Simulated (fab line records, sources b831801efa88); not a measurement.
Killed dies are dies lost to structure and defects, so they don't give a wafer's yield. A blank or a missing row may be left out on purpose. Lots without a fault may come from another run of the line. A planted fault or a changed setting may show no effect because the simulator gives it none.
Which tool did it? | flow gf180mcu | 13 lots, 39 wafers sampled, at 4 steps of a route of 602

WHAT THE GAUGES READ, wafer by wafer
GF_TOP_METAL_RS_MEAS_05: measures by four-point-probe. Usual: TOP_METAL_ALCU_RS 0.03274 ohm/sq, standard deviation 0.00028.
lot  | measured     | on            | TOP_METAL_ALCU_RS (ohm/sq) | flag
L688 | day 27 08:40 | film_metro-03 | 0.03264 0.03254 0.03291    |
L689 | day 27 14:50 | film_metro-03 | 0.03266 0.03255 0.03292    |
L690 | day 27 22:47 | film_metro-03 | 0.03311 0.03261 0.03281    |
L691 | day 28 10:46 | film_metro-02 | 0.03224 0.03247 0.03206    |
L692 | day 28 19:31 | film_metro-03 | 0.03253 0.03304 0.03256    |
L693 | day 28 22:14 | film_metro-03 | 0.03248 0.03232 0.03256    |
L694 | day 29 06:13 | film_metro-04 | 0.03252 0.03256 0.03269    |
L695 | day 29 10:16 | film_metro-04 | 0.03284 0.03268 0.03302    |
L701 | day 31 04:10 | film_metro-02 | 0.03286 0.03294 0.03284    |
L705 | day 32 04:01 | film_metro-03 | 0.03261 0.03284 0.03293    |
L706 | day 32 20:16 | film_metro-04 | 0.03281 0.03244 0.03275    |
L707 | day 32 22:22 | film_metro-04 | 0.03246 0.03232 0.03206    |
L710 | day 33 09:51 | film_metro-02 | 0.03261 0.03282 0.0324     |

GF_TOP_METAL_CD_MEAS_14: target cd 440 nm. Usual: cd_nm 438.9 nm, standard deviation 2.4.
lot  | measured     | on        | cd_nm (nm)        | flag
L688 | day 28 03:59 | cd_sem-01 | 438.7 437.4 438.8 |
L689 | day 28 10:20 | cd_sem-01 | 441.1 437.6 440.2 |
L690 | day 28 18:50 | cd_sem-01 | 440.8 439.3 440.6 |
L691 | day 29 05:32 | cd_sem-01 | 441.6 438.4 438.2 |
L692 | day 29 14:29 | cd_sem-01 | 442.0 445.3 444.0 |
L693 | day 29 17:28 | cd_sem-01 | 435.9 436.0 434.3 |
L694 | day 30 01:02 | cd_sem-01 | 439.9 438.6 437.6 |
L695 | day 30 04:36 | cd_sem-01 | 436.2 436.4 437.3 |
L701 | day 31 20:43 | cd_sem-01 | 439.0 438.5 438.9 |
L705 | day 32 19:31 | cd_sem-02 | 442.0 442.6 442.2 |
L706 | day 33 11:13 | cd_sem-02 | 438.2 439.1 437.0 |
L707 | day 33 13:50 | cd_sem-02 | 435.8 439.8 437.8 |
L710 | day 34 01:08 | cd_sem-02 | 434.1 431.7 435.0 |

WHICH TOOL RAN EACH LOT (tool, then ch and the chambers of the sampled wafers, then the start)
lot  | GF_HV_LDD_STRIP_22                   | GF_TOP_METAL_SPUTTER_02
L688 | plasma_asher-01 ch 0, day 10 18:23   | pvd_sputter-02, day 27 08:34
L689 | plasma_asher-02 ch 1, day 11 05:32   | pvd_sputter-04, day 27 14:43
L690 | plasma_asher-02 ch 1, day 11 10:11   | pvd_sputter-01, day 27 22:41
L691 | plasma_asher-02 ch 0,1, day 12 00:50 | pvd_sputter-01, day 28 10:39
L692 | plasma_asher-01 ch 0, day 12 06:58   | pvd_sputter-01, day 28 19:26
L693 | plasma_asher-01 ch 0,1, day 12 10:07 | pvd_sputter-04, day 28 22:08
L694 | plasma_asher-02 ch 1, day 12 19:08   | pvd_sputter-04, day 29 06:06
L695 | plasma_asher-01 ch 0,1, day 12 22:18 | pvd_sputter-01, day 29 10:08
L701 | plasma_asher-03 ch 0,1, day 14 21:33 | pvd_sputter-02, day 31 04:02
L705 | plasma_asher-03 ch 0,1, day 16 01:38 | pvd_sputter-04, day 32 03:50
L706 | plasma_asher-02 ch 0,1, day 16 20:19 | pvd_sputter-04, day 32 20:11
L707 | plasma_asher-01 ch 0,1, day 16 21:13 | pvd_sputter-02, day 32 22:15
L710 | plasma_asher-01 ch 0, day 17 21:10   | pvd_sputter-04, day 33 09:44
- GF_HV_LDD_STRIP_22: strips in O2/N2.
- GF_TOP_METAL_SPUTTER_02: material AlCu, target thk 900 nm, time 47.82 s.

WHAT THE TOOLS THEMSELVES READ (means of the sampled wafers that have a number; where no wafer has one, the mark that the record gives instead)
GF_HV_LDD_STRIP_22. Usual: drypump_motor_current_A 5.6 A, standard deviation 0.53; heater_power_w 340 W, standard deviation 27; oes_product_au 0.716 a.u., standard deviation 0.0042; strip_time_to_endpoint_s 12.65 s, standard deviation 0.04.
lot  | tool            | drypump_motor_current_A (A) | heater_power_w (W) | oes_product_au (a.u.) | strip_time_to_endpoint_s (s) | flag
L688 | plasma_asher-01 | 5.9                         | 378                | 0.715                 | 12.71                        |
L689 | plasma_asher-02 | 5.9                         | 325                | 0.713                 | 12.66                        |
L690 | plasma_asher-02 | 5.9                         | 326                | 0.719                 | 12.66                        |
L691 | plasma_asher-02 | 6.0                         | 329                | 0.719                 | 12.67                        |
L692 | plasma_asher-01 | 5.9                         | 381                | 0.717                 | 12.59                        |
L693 | plasma_asher-01 | 5.2                         | 352                | 0.716                 | 12.64                        |
L694 | plasma_asher-02 | 5.9                         | 326                | 0.715                 | 12.64                        |
L695 | plasma_asher-01 | 5.2                         | 353                | 0.718                 | 12.68                        |
L701 | plasma_asher-03 | 5.6                         | 312                | 0.716                 | 12.65                        |
L705 | plasma_asher-03 | 5.3                         | 331                | 0.712                 | 12.62                        |
L706 | plasma_asher-02 | 6.0                         | 327                | 0.719                 | 12.62                        |
L707 | plasma_asher-01 | 5.6                         | 365                | 0.716                 | 12.59                        |
L710 | plasma_asher-01 | 5.9                         | 375                | 0.717                 | 12.61                        |

GF_TOP_METAL_SPUTTER_02. Usual: throttle_valve_pct 30.1 %, standard deviation 1.
lot  | tool           | throttle_valve_pct (%) | flag
L688 | pvd_sputter-02 | 30.1                   |
L689 | pvd_sputter-04 | 30.9                   |
L690 | pvd_sputter-01 | 30.5                   |
L691 | pvd_sputter-01 | 30.4                   |
L692 | pvd_sputter-01 | 30.1                   |
L693 | pvd_sputter-04 | 31.1                   |
L694 | pvd_sputter-04 | 29.9                   |
L695 | pvd_sputter-01 | 30.0                   |
L701 | pvd_sputter-02 | 29.8                   |
L705 | pvd_sputter-04 | 30.7                   |
L706 | pvd_sputter-04 | 30.8                   |
L707 | pvd_sputter-02 | 28.9                   |
L710 | pvd_sputter-04 | 30.2                   |

THE ANSWER, worked out from the rows above alone
Rule: a lot is off if the mean of its wafers that have a number lies more than 3 standard deviations from the usual mean. A lot without any number at a reading at which 4 lots or more have one is off too. The other lots that the step has rows for count as sound. The gauges are gone through in route order, then the tools' own readings, and for those a lot's mean is taken as printed above. The first step at which some lot is off is used, and at that step the reading that is off furthest; a lot without a number counts as furthest.
No lot is off at any reading shown: from this, nothing can be told.

WHAT THE SIMULATOR HAD PUT IN
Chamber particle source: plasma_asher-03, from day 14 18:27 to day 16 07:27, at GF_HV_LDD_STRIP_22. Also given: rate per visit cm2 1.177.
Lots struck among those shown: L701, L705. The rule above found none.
